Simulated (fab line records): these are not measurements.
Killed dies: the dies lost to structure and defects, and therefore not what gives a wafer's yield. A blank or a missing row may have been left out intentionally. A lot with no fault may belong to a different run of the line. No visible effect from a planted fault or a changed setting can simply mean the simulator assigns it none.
fab line records ; flow sky130 ; part 1 of 2: steps 1 to 26 of 39
record: lots: 5; wafers: 15; lastDay: 49
route steps=708 shown CAPM@549 METAL3@555 VIA3@573
lots that met no fault: from a run of the same line without faults
startH: the number of hours between the record's first day and the start of the first shown wafer of the lot ; waitH: how many hours have passed since the lot's step before this one ; " identical to the entry in the row above ; L1.1+2: one row covering several wafers at once ; - no value present, or no start provided ; * or withheld: withheld ; < > ~ a bound
route shown NAME@n: NAME is a module with steps in the file, n the number in the route of the first one ; usual: mean/standard deviation taken from wafers without a fault ; same: alike in all rows ; chamber/n: place in a boat ; sites: per-site readings ; _std_site: their standard deviation ; _edge_site: outer sites' mean less inner sites' ; radiusMm: for every site, how far away it sits from the centre of the wafer ; mask NAME#n: copy n ; behind: the most recent tool/chamber to have shaped the wafer ; hold: what put the lot on hold/how long, in hours/how the hold closed ; device: the n, p or np transistor that did not switch ; end of line: tests of these same wafers at the route's end ; a step without rows: its recipe alone ; killed: dies that structure and defects cost at the first sort, which is not the same as the wafer's yield ; map: a wafer's dies, marking killed ones x, the rest . and places with no die _
set.NAME: the run value of the setting; set.NAME@STEP: its run value at that earlier step ; model.NAME: the simulator's own value behind a step, which no gauge read
a table for each step, a row for each wafer; lots at some steps of the route
services: a tool's chamber out of use, with start hour (startH, from the record's first day; less than 0 if before it), hours out, and reason
== steps ==
step: SKY_CAPM_OVL_MEAS_12
usual: CAPM_OVL: -0.6/1.4
lot.wafer;tool;chamber;startH;waitH;CAPM_OVL[nm]
L076.1;overlay-02;-;890.24;0.1;-1.0
L076.3;overlay-02;-;890.24;0.1;-1.8
L076.5;overlay-02;-;890.24;0.1;-0.9
L078.1;overlay-01;-;906.54;0.1;-1.5
L078.4;overlay-01;-;906.54;0.1;-0.1
L078.5;overlay-01;-;906.54;0.1;-2.1
L081.3;overlay-01;-;934.46;0.1;-0.1
L081.4;overlay-01;-;934.46;0.1;-1.6
L081.6;overlay-01;-;934.46;0.1;1.1
L090.4;overlay-01;-;990.12;0.1;1.1
L090.5;overlay-01;-;990.12;0.1;-0.3
L090.6;overlay-01;-;990.12;0.1;0.9
L092.2;overlay-02;-;1002.05;0.1;-1.2
L092.5;overlay-02;-;1002.05;0.1;-2.0
L092.6;overlay-02;-;1002.05;0.1;-1.3
step: SKY_CAPM_METAL_ETCH_13
recipe: targetDepthNm: 220; stopOn: SiO2; chemistry: Cl2/BCl3; target: TiN; pressureMtorr: 10; icpW: 900; biasW: 48.5; Cl2_flow_sccm: 60; bcl3FlowSccm: 30; timeS: 62.9
usual: chamberPressureMTorr: 10.001/0.0084; drypumpMotorCurrentA: 5.6/0.36; oesProductAu: 0.941/0.0072; throttleValvePct: 21.901/0.01
lot.wafer;tool;chamber;startH;waitH;chamberPressureMTorr;drypumpMotorCurrentA;oesProductAu;rfHoursCounterH;throttleValvePct
L076.1;rieMetal-04;1;890.28;0.0;9.995;5.8;0.946;10;21.916
L076.3;rieMetal-04;1;890.28;0.0;10.013;5.8;0.955;-;21.878
L076.5;rieMetal-04;0;890.28;0.0;10.000;5.9;0.946;-;21.910
L078.1;rieMetal-02;1;906.58;0.0;10.003;5.6;0.947;3;21.899
L078.4;rieMetal-02;1;906.58;0.0;9.988;5.6;0.934;-;21.915
L078.5;rieMetal-02;1;906.58;0.0;10.020;5.6;0.938;-;21.920
L081.3;rieMetal-04;1;934.51;0.0;10.002;5.8;0.955;-;21.895
L081.4;rieMetal-04;0;934.51;0.0;9.993;5.9;0.948;-;21.887
L081.6;rieMetal-04;1;934.51;0.0;9.988;5.8;0.938;-;21.892
L090.4;rieMetal-04;1;990.16;0.0;10.002;5.8;0.939;-;21.903
L090.5;rieMetal-04;0;990.16;0.0;9.996;5.9;0.949;-;21.912
L090.6;rieMetal-04;1;990.16;0.0;10.001;5.8;0.942;-;21.911
L092.2;rieMetal-02;0;1002.08;0.0;9.996;5.4;0.946;16;21.902
L092.5;rieMetal-02;1;1002.08;0.0;9.996;5.6;0.938;-;21.915
L092.6;rieMetal-02;0;1002.08;0.0;10.013;5.4;0.946;-;21.905
step: SKY_CAPM_STRIP_14
recipe: chemistry: O2/N2; powerW: 1400; pressureMtorr: 1500; platenTempC: withheld; o2FlowSccm: 3000; n2FlowSccm: 300; overashFraction: 0.5
usual: chamberPressureMTorr: 1500.0/1.4; drypumpMotorCurrentA: 5.8/0.56; oesProductAu: 0.710/0.0044; stripTimeToEndpointS: 12.66/0.043
lot.wafer;tool;chamber;startH;waitH;chamberPressureMTorr;drypumpMotorCurrentA;oesProductAu;rfHoursCounterH;stripTimeToEndpointS
L076.1;plasmaAsher-02;0;890.36;0.1;1500.6;6.1;0.705;44;12.63
L076.3;plasmaAsher-02;0;890.36;0.1;1499.1;6.1;0.709;-;12.62
L076.5;plasmaAsher-02;1;890.36;0.1;1500.9;5.7;0.704;-;12.60
L078.1;plasmaAsher-01;0;906.66;0.1;1499.2;6.5;0.711;113;12.66
L078.4;plasmaAsher-01;0;906.66;0.1;1500.1;6.5;0.704;-;12.65
L078.5;plasmaAsher-01;0;906.66;0.1;1502.1;6.5;0.706;-;12.68
L081.3;plasmaAsher-01;1;934.60;0.1;1498.5;6.1;0.712;-;12.64
L081.4;plasmaAsher-01;0;934.60;0.1;1497.1;6.6;0.710;-;12.67
L081.6;plasmaAsher-01;1;934.60;0.1;1500.6;6.1;0.707;-;12.62
L090.4;plasmaAsher-01;1;990.25;0.1;1498.1;6.1;0.699;-;12.72
L090.5;plasmaAsher-01;1;990.25;0.1;1500.1;6.1;0.715;-;12.76
L090.6;plasmaAsher-01;0;990.25;0.1;1500.2;6.6;0.710;-;12.79
L092.2;plasmaAsher-02;0;1002.16;0.1;1501.6;6.1;0.714;55;12.63
L092.5;plasmaAsher-02;1;1002.16;0.1;1500.3;5.7;0.709;-;12.60
L092.6;plasmaAsher-02;0;1002.16;0.1;1498.8;6.1;0.704;-;12.60
step: SKY_CAPM_STRIP_15
recipe: chemistry: postEtchResidueRemover; timeS: 1200; tempC: 72.5
lot.wafer;tool;chamber;startH;waitH
L076.1+3+5;wetBench-04;3;890.46;0.1
L078.1+4+5;wetBench-04;2;906.76;0.1
L081.3+4+6;wetBench-02;2;934.66;0.0
L090.4+5+6;wetBench-04;2;990.31;0.0
L092.2+5+6;wetBench-03;2;1002.26;0.1
step: SKY_CAPM_CLEAN_16
recipe: chemistry: IPA; timeS: 180; tempC: 25
lot.wafer;tool;chamber;startH;waitH
L076.1+3+5;wetBench-03;2;890.80;0.0
L078.1+4+5;wetBench-02;0;907.13;0.0
L081.3+4+6;wetBench-04;2;935.01;0.0
L090.4+5+6;wetBench-03;3;990.86;0.2
L092.2+5+6;wetBench-03;0;1002.63;0.0
step: SKY_CAPM_CLEAN_17
recipe: chemistry: O3/DIW; dry: n2Spin
lot.wafer;tool;chamber;startH;waitH
L076.1+3+5;wetBench-04;0;890.86;0.0
L078.1+4+5;wetBench-03;2;907.19;0.0
L081.3+4+6;wetBench-03;1;935.06;0.0
L090.4+5+6;wetBench-03;3;990.93;0.0
L092.2+5+6;wetBench-03;3;1003.06;0.4
step: SKY_METAL3_DEHYDRATE_05
recipe: tempC: 200; timeS: 60
lot.wafer;tool;chamber;startH;waitH
L076.1+3+5;lithoTrack-02;0;902.72;11.8
L078.1+4+5;lithoTrack-01;0;919.40;12.1
L081.3+4+6;lithoTrack-01;0;946.65;11.5
L090.4+5+6;lithoTrack-01;0;1001.97;10.9
L092.2+5+6;lithoTrack-01;0;1014.17;11.0
step: SKY_METAL3_HMDS_06
recipe: primeTimeS: 60; primeTempC: 120
lot.wafer;tool;chamber;startH;waitH
L076.1+3+5;lithoTrack-02;0;902.87;0.1
L078.1+4+5;lithoTrack-01;0;919.55;0.1
L081.3+4+6;lithoTrack-01;0;946.80;0.1
L090.4+5+6;lithoTrack-01;0;1002.12;0.1
L092.2+5+6;lithoTrack-01;0;1014.32;0.1
step: SKY_METAL3_COAT_07
recipe: resist: BARC; tempC: withheld; timeS: withheld; spinRpm: 3000; resistThkNm: 60
lot.wafer;tool;chamber;startH;waitH
L076.1+3+5;lithoTrack-02;0;903.02;0.1
L078.1+4+5;lithoTrack-01;0;919.70;0.1
L081.3+4+6;lithoTrack-01;0;946.95;0.1
L090.4+5+6;lithoTrack-01;0;1002.27;0.1
L092.2+5+6;lithoTrack-01;0;1014.47;0.1
step: SKY_METAL3_COAT_08
recipe: resist: KrF-thick; spinRpm: 3000; resistThkNm: 1140
lot.wafer;tool;chamber;startH;waitH
L076.1+3+5;lithoTrack-02;0;-;-
L078.1+4+5;lithoTrack-01;0;-;-
L081.3+4+6;lithoTrack-01;0;-;-
L090.4+5+6;lithoTrack-01;0;-;-
L092.2+5+6;lithoTrack-01;0;-;-
step: SKY_METAL3_SOFTBAKE_09
recipe: tempC: 100; timeS: 90; resist: KrF-thick
lot.wafer;tool;chamber;startH;waitH
L076.1+3+5;lithoTrack-02;0;-;-
L078.1+4+5;lithoTrack-01;0;-;-
L081.3+4+6;lithoTrack-01;0;-;-
L090.4+5+6;lithoTrack-01;0;-;-
L092.2+5+6;lithoTrack-01;0;-;-
step: SKY_METAL3_EXPOSE_10
recipe: maskId: MM3; na: 0.68; sourceShape: annular; sigmaInner: 0.4; sigmaOuter: 0.8; targetCdNm: 300; doseMj: 28
usual: stageVelMmS: 499.96/0.24
same: na: 0.68
lot.wafer;tool;chamber;startH;waitH;mask;stageVelMmS
L076.1;krfScanner-02;0;-;-;MM3#0;499.61
L076.3;krfScanner-02;0;-;-;MM3#0;499.65
L076.5;krfScanner-02;0;-;-;MM3#0;499.48
L078.1;krfScanner-01;0;-;-;MM3#0;500.07
L078.4;krfScanner-01;0;-;-;MM3#0;500.27
L078.5;krfScanner-01;0;-;-;MM3#0;499.79
L081.3;krfScanner-02;0;-;-;MM3#0;499.70
L081.4;krfScanner-02;0;-;-;MM3#0;499.85
L081.6;krfScanner-02;0;-;-;MM3#0;499.74
L090.4;krfScanner-01;0;-;-;MM3#0;499.87
L090.5;krfScanner-01;0;-;-;MM3#0;499.63
L090.6;krfScanner-01;0;-;-;MM3#0;499.77
L092.2;krfScanner-02;0;-;-;MM3#0;499.66
L092.5;krfScanner-02;0;-;-;MM3#0;499.43
L092.6;krfScanner-02;0;-;-;MM3#0;499.96
step: SKY_METAL3_PEB_11
recipe: pebTempC: withheld; pebTimeS: withheld; resist: KrF-thick
lot.wafer;tool;chamber;startH;waitH
L076.1+3+5;lithoTrack-01;0;-;-
L078.1+4+5;lithoTrack-02;0;-;-
L081.3+4+6;lithoTrack-04;0;-;-
L090.4+5+6;lithoTrack-04;0;-;-
L092.2+5+6;lithoTrack-02;0;-;-
step: SKY_METAL3_DEVELOP_12
recipe: developTimeS: 60; resist: KrF-thick; devTempC: 21
lot.wafer;tool;chamber;startH;waitH
L076.1+3+5;lithoTrack-01;0;-;-
L078.1+4+5;lithoTrack-02;0;-;-
L081.3+4+6;lithoTrack-04;0;-;-
L090.4+5+6;lithoTrack-04;0;-;-
L092.2+5+6;lithoTrack-02;0;-;-
step: SKY_METAL3_CD_MEAS_13
recipe: targetCdNm: 300
usual: cdNm: 299.7/1.4
lot.wafer;tool;chamber;startH;waitH;cdNm
L076.1;cdSem-02;-;915.44;-;299.4
L076.3;cdSem-02;-;915.44;-;300.2
L076.5;cdSem-02;-;915.44;-;299.2
L078.1;cdSem-02;-;932.52;-;299.8
L078.4;cdSem-02;-;932.52;-;300.6
L078.5;cdSem-02;-;932.52;-;298.8
L081.3;cdSem-02;-;959.69;-;301.2
L081.4;cdSem-02;-;959.69;-;298.6
L081.6;cdSem-02;-;959.69;-;300.2
L090.4;cdSem-02;-;1014.01;-;299.5
L090.5;cdSem-02;-;1014.01;-;300.0
L090.6;cdSem-02;-;1014.01;-;301.1
L092.2;cdSem-01;-;1026.34;-;299.9
L092.5;cdSem-01;-;1026.34;-;300.7
L092.6;cdSem-01;-;1026.34;-;299.6
step: SKY_METAL3_OVL_MEAS_14
usual: METAL3_OVL: -4/4.6
lot.wafer;tool;chamber;startH;waitH;METAL3_OVL[nm]
L076.1;overlay-01;-;915.56;0.1;6
L076.3;overlay-01;-;915.56;0.1;2
L076.5;overlay-01;-;915.56;0.1;1
L078.1;overlay-02;-;932.64;0.1;-13
L078.4;overlay-02;-;932.64;0.1;-5
L078.5;overlay-02;-;932.64;0.1;-10
L081.3;overlay-02;-;959.78;0.1;-1
L081.4;overlay-02;-;959.78;0.1;-5
L081.6;overlay-02;-;959.78;0.1;-3
L090.4;overlay-01;-;1014.09;0.1;-10
L090.5;overlay-01;-;1014.09;0.1;-2
L090.6;overlay-01;-;1014.09;0.1;-4
L092.2;overlay-01;-;1026.45;0.1;5
L092.5;overlay-01;-;1026.45;0.1;-7
L092.6;overlay-01;-;1026.45;0.1;-6
step: SKY_METAL3_DESCUM_15
recipe: chemistry: O2; sourcePowerW: 150; biasPowerW: 0; pressureMtorr: 10; tempC: 40; timeS: 8
usual: chamberPressureMTorr: 9.999/0.0085; drypumpMotorCurrentA: 5.5/0.52; oesProductAu: 0.999/0.0068
lot.wafer;tool;chamber;startH;waitH;chamberPressureMTorr;drypumpMotorCurrentA;oesProductAu;rfHoursCounterH
L076.1;rieMetal-02;0;915.60;0.0;10.005;5.4;0.995;11
L076.3;rieMetal-02;0;915.60;0.0;10.001;5.4;0.988;-
L076.5;rieMetal-02;1;915.60;0.0;10.000;5.6;0.994;-
L078.1;rieMetal-02;1;932.68;0.0;10.015;5.6;1.002;4
L078.4;rieMetal-02;0;932.68;0.0;9.985;5.4;1.001;-
L078.5;rieMetal-02;1;932.68;0.0;10.002;5.6;0.999;-
L081.3;rieMetal-03;1;959.82;0.0;9.993;4.8;1.010;-
L081.4;rieMetal-03;0;959.82;0.0;9.995;5.9;1.005;-
L081.6;rieMetal-03;0;959.82;0.0;10.001;5.9;0.999;-
L090.4;rieMetal-03;0;1014.12;0.0;9.995;5.9;1.001;-
L090.5;rieMetal-03;1;1014.12;0.0;10.000;4.8;0.991;-
L090.6;rieMetal-03;0;1014.12;0.0;9.985;5.9;1.005;-
L092.2;rieMetal-03;1;1026.48;0.0;9.992;4.8;0.989;6
L092.5;rieMetal-03;0;1026.48;0.0;10.013;5.9;0.999;-
L092.6;rieMetal-03;1;1026.48;0.0;9.994;4.8;1.007;-
step: SKY_METAL3_ETCH_16
recipe: chemistry: N2/H2; target: BARC; ionEnergyEv: 200; biasW: 100; pressureMtorr: 30; n2FlowSccm: 100; h2FlowSccm: 200; icpW: 500; stopOn: SiO2; timeS: 88.2; targetDepthA: 600
usual: chamberPressureMTorr: 30.000/0.029; drypumpMotorCurrentA: 5.5/0.52; oesProductAu: 0.626/0.0048; throttleValvePct: 13.205/0.0089
lot.wafer;tool;chamber;startH;waitH;chamberPressureMTorr;drypumpMotorCurrentA;oesProductAu;rfHoursCounterH;throttleValvePct
L076.1;rieMetal-02;0;915.63;0.0;30.001;5.4;0.622;11;13.203
L076.3;rieMetal-02;0;915.63;0.0;30.005;5.4;0.618;-;13.217
L076.5;rieMetal-02;1;915.63;0.0;30.045;5.6;0.631;-;13.207
L078.1;rieMetal-02;1;932.71;0.0;29.976;5.7;0.625;4;13.223
L078.4;rieMetal-02;0;932.71;0.0;30.021;5.4;0.622;-;13.219
L078.5;rieMetal-02;1;932.71;0.0;29.995;5.7;0.629;-;13.207
L081.3;rieMetal-03;1;959.87;0.0;30.019;4.8;0.625;-;13.211
L081.4;rieMetal-03;0;959.87;0.0;30.020;5.9;0.628;-;13.198
L081.6;rieMetal-03;0;959.87;0.0;30.013;5.9;0.625;-;13.203
L090.4;rieMetal-03;0;1014.17;0.0;30.011;5.9;0.631;-;13.199
L090.5;rieMetal-03;1;1014.17;0.0;29.983;4.8;0.637;-;13.203
L090.6;rieMetal-03;0;1014.17;0.0;30.044;5.9;0.630;-;13.216
L092.2;rieMetal-03;1;1026.51;0.0;30.057;4.8;0.622;6;13.181
L092.5;rieMetal-03;0;1026.51;0.0;29.970;5.9;0.624;-;13.205
L092.6;rieMetal-03;1;1026.51;0.0;29.996;4.8;0.627;-;13.198
step: SKY_METAL3_ETCH_17
recipe: target: SiO2; stopOn: TiN; chemistry: C4F8/O2/Ar; sourceW: 1500; biasW: 1200; pressureMtorr: 40; c4f8FlowSccm: withheld; O2_flow_sccm: 6; Ar_flow_sccm: 300; timeS: 3.9; targetDepthA: 150
usual: chamberPressureMTorr: 40.00/0.04; oesProductAu: 0.756/0.0068
lot.wafer;tool;chamber;startH;waitH;chamberPressureMTorr;oesProductAu;rfHoursCounterH
L076.1;rieDiel-03;2;915.73;0.1;39.99;0.757;21
L076.3;rieDiel-03;3;915.73;0.1;39.98;0.754;7
L076.5;rieDiel-03;2;915.73;0.1;39.92;0.771;-
L078.1;rieDiel-03;0;932.81;0.1;40.00;0.754;9
L078.4;rieDiel-03;3;932.81;0.1;39.98;0.757;-
L078.5;rieDiel-03;0;932.81;0.1;39.97;0.759;-
L081.3;rieDiel-02;3;959.94;0.0;39.98;0.767;13
L081.4;rieDiel-02;0;959.94;0.0;40.04;0.758;7
L081.6;rieDiel-02;2;959.94;0.0;40.01;0.761;-
L090.4;rieDiel-03;3;1014.24;0.0;39.97;0.759;10
L090.5;rieDiel-03;2;1014.24;0.0;39.99;0.758;-
L090.6;rieDiel-03;3;1014.24;0.0;39.99;0.756;-
L092.2;rieDiel-01;0;1026.61;0.1;40.05;0.757;16
L092.5;rieDiel-01;0;1026.61;0.1;39.99;0.758;-
L092.6;rieDiel-01;3;1026.61;0.1;40.06;0.765;-
step: SKY_METAL3_METAL_ETCH_18
recipe: targetDepthA: 8450; stopOn: SiO2; overEtchFrac: 0.3; timeS: 183.1; chemistry: Cl2/BCl3; resistSidewallDeg: 88; pressureMtorr: 10; icpW: 900; biasW: 48.5; Cl2_flow_sccm: 60; bcl3FlowSccm: 30
usual: chamberPressureMTorr: 10.001/0.0081; drypumpMotorCurrentA: 5.5/0.59; oesProductAu: 0.865/0.0063; throttleValvePct: 22.264/0.0082
lot.wafer;tool;chamber;startH;waitH;chamberPressureMTorr;drypumpMotorCurrentA;oesProductAu;rfHoursCounterH;throttleValvePct
L076.1;rieMetal-03;1;915.75;0.0;9.996;4.8;0.863;1;22.259
L076.3;rieMetal-03;1;915.75;0.0;10.006;4.8;0.860;-;22.257
L076.5;rieMetal-03;1;915.75;0.0;10.004;4.8;0.864;-;22.271
L078.1;rieMetal-01;0;932.83;0.0;9.983;6.2;0.860;11;22.277
L078.4;rieMetal-01;0;932.83;0.0;10.008;6.2;0.868;-;22.267
L078.5;rieMetal-01;0;932.83;0.0;9.995;6.2;0.867;-;22.270
L081.3;rieMetal-01;0;960.01;0.1;9.987;6.3;0.862;-;22.257
L081.4;rieMetal-01;1;960.01;0.1;9.992;4.7;0.865;-;22.259
L081.6;rieMetal-01;1;960.01;0.1;10.005;4.7;0.869;-;22.261
L090.4;rieMetal-01;1;1014.32;0.1;9.996;4.7;0.853;-;22.266
L090.5;rieMetal-01;1;1014.32;0.1;9.997;4.7;0.860;-;22.261
L090.6;rieMetal-01;0;1014.32;0.1;10.010;6.3;0.863;-;22.261
L092.2;rieMetal-02;1;1026.63;0.0;9.992;5.6;0.865;10;22.270
L092.5;rieMetal-02;1;1026.63;0.0;9.991;5.6;0.859;-;22.268
L092.6;rieMetal-02;0;1026.63;0.0;10.014;5.4;0.863;-;22.269
step: SKY_METAL3_STRIP_19
recipe: chemistry: O2/N2; powerW: 1400; pressureMtorr: 1500; platenTempC: withheld; o2FlowSccm: 3000; n2FlowSccm: 300; overashFraction: 0.5
usual: chamberPressureMTorr: 1500.3/1.4; drypumpMotorCurrentA: 5.6/0.39; oesProductAu: 0.504/0.0056; stripTimeToEndpointS: 6.59/0.071
lot.wafer;tool;chamber;startH;waitH;chamberPressureMTorr;drypumpMotorCurrentA;oesProductAu;rfHoursCounterH;stripTimeToEndpointS
L076.1;plasmaAsher-03;0;915.93;0.1;1500.2;4.9;0.506;15;6.57
L076.3;plasmaAsher-03;1;915.93;0.1;1503.0;5.8;0.502;-;6.53
L076.5;plasmaAsher-03;1;915.93;0.1;1500.9;5.7;0.502;-;6.49
L078.1;plasmaAsher-02;1;933.01;0.1;1499.0;5.7;0.498;48;6.61
L078.4;plasmaAsher-02;1;933.01;0.1;1503.2;5.7;0.501;-;6.61
L078.5;plasmaAsher-02;0;933.01;0.1;1500.9;6.1;0.510;-;6.61
L081.3;plasmaAsher-04;0;960.17;0.1;1500.4;5.4;0.510;-;6.62
L081.4;plasmaAsher-04;1;960.17;0.1;1500.5;5.8;0.501;-;6.52
L081.6;plasmaAsher-04;1;960.17;0.1;1502.2;5.8;0.499;-;6.49
L090.4;plasmaAsher-02;1;1014.47;0.1;1499.6;5.8;0.509;-;6.61
L090.5;plasmaAsher-02;0;1014.47;0.1;1499.4;6.1;0.498;-;6.58
L090.6;plasmaAsher-02;1;1014.47;0.1;1497.1;5.8;0.524;-;6.73
L092.2;plasmaAsher-03;1;1026.81;0.1;1498.6;5.7;0.504;26;6.58
L092.5;plasmaAsher-03;0;1026.81;0.1;1498.4;4.9;0.508;-;6.55
L092.6;plasmaAsher-03;1;1026.81;0.1;1500.7;5.8;0.504;-;6.68
step: SKY_METAL3_STRIP_20
recipe: chemistry: postEtchResidueRemover; timeS: 1200; tempC: 72.5
lot.wafer;tool;chamber;startH;waitH
L076.1+3+5;wetBench-01;0;916.03;0.1
L078.1+4+5;wetBench-03;1;933.11;0.1
L081.3+4+6;wetBench-03;3;960.23;0.0
L090.4+5+6;wetBench-01;0;1014.53;0.0
L092.2+5+6;wetBench-04;0;1026.91;0.1
step: SKY_METAL3_CLEAN_21
recipe: chemistry: IPA; timeS: 180; tempC: 25
lot.wafer;tool;chamber;startH;waitH
L076.1+3+5;wetBench-03;3;916.37;0.0
L078.1+4+5;wetBench-01;3;933.45;0.0
L081.3+4+6;wetBench-04;0;960.57;0.0
L090.4+5+6;wetBench-04;3;1014.88;0.0
L092.2+5+6;wetBench-03;3;1027.25;0.0
step: SKY_METAL3_CLEAN_22
recipe: chemistry: O3/DIW; dry: n2Spin
lot.wafer;tool;chamber;startH;waitH
L076.1+3+5;wetBench-04;2;916.43;0.0
L078.1+4+5;wetBench-04;3;933.51;0.0
L081.3+4+6;wetBench-01;2;960.63;0.0
L090.4+5+6;wetBench-03;1;1014.93;0.0
L092.2+5+6;wetBench-01;0;1027.31;0.0
step: SKY_VIA3_HDPCVD_00
recipe: material: SiO2; targetThkNm: 1635; sigmaOpenFrac: 0.3; timeS: 272.5; tempC: 400; sih4FlowSccm: 60; pressureMtorr: 6
usual: pressureMtorr: 5.999/0.012
lot.wafer;tool;chamber;startH;waitH;pressureMtorr
L076.1;hdpcvd-01;1;916.52;0.0;5.989
L076.3;hdpcvd-01;2;916.52;0.0;6.017
L076.5;hdpcvd-01;0;916.52;0.0;6.002
L078.1;hdpcvd-02;1;933.60;0.0;6.009
L078.4;hdpcvd-02;1;933.60;0.0;5.998
L078.5;hdpcvd-02;1;933.60;0.0;5.989
L081.3;hdpcvd-02;1;960.73;0.0;5.992
L081.4;hdpcvd-02;1;960.73;0.0;6.002
L081.6;hdpcvd-02;2;960.73;0.0;6.010
L090.4;hdpcvd-01;0;1015.11;0.1;5.974
L090.5;hdpcvd-01;2;1015.11;0.1;6.011
L090.6;hdpcvd-01;1;1015.11;0.1;5.999
L092.2;hdpcvd-01;2;1027.41;0.0;5.995
L092.5;hdpcvd-01;1;1027.41;0.0;5.998
L092.6;hdpcvd-01;0;1027.41;0.0;5.995
step: SKY_VIA3_THK_MEAS_01
recipe: reads: SiO2_of_VIA3_HDPCVD_00
usual: VIA3_HDPCVD_THK: 1637/15
lot.wafer;tool;chamber;startH;waitH;VIA3_HDPCVD_THK[nm]
L076.1;filmMetro-04;-;916.69;0.1;1638
L076.3;filmMetro-04;-;916.69;0.1;1653
L076.5;filmMetro-04;-;916.69;0.1;1649
L078.1;filmMetro-02;-;933.85;0.2;1673
L078.4;filmMetro-02;-;933.85;0.2;1680
L078.5;filmMetro-02;-;933.85;0.2;1690
L081.3;filmMetro-04;-;960.92;0.1;1650
L081.4;filmMetro-04;-;960.92;0.1;1649
L081.6;filmMetro-04;-;960.92;0.1;1631
L090.4;filmMetro-02;-;1015.22;0.0;1602
L090.5;filmMetro-02;-;1015.22;0.0;1616
L090.6;filmMetro-02;-;1015.22;0.0;1624
L092.2;filmMetro-01;-;1027.58;0.1;1627
L092.5;filmMetro-01;-;1027.58;0.1;1635
L092.6;filmMetro-01;-;1027.58;0.1;1628
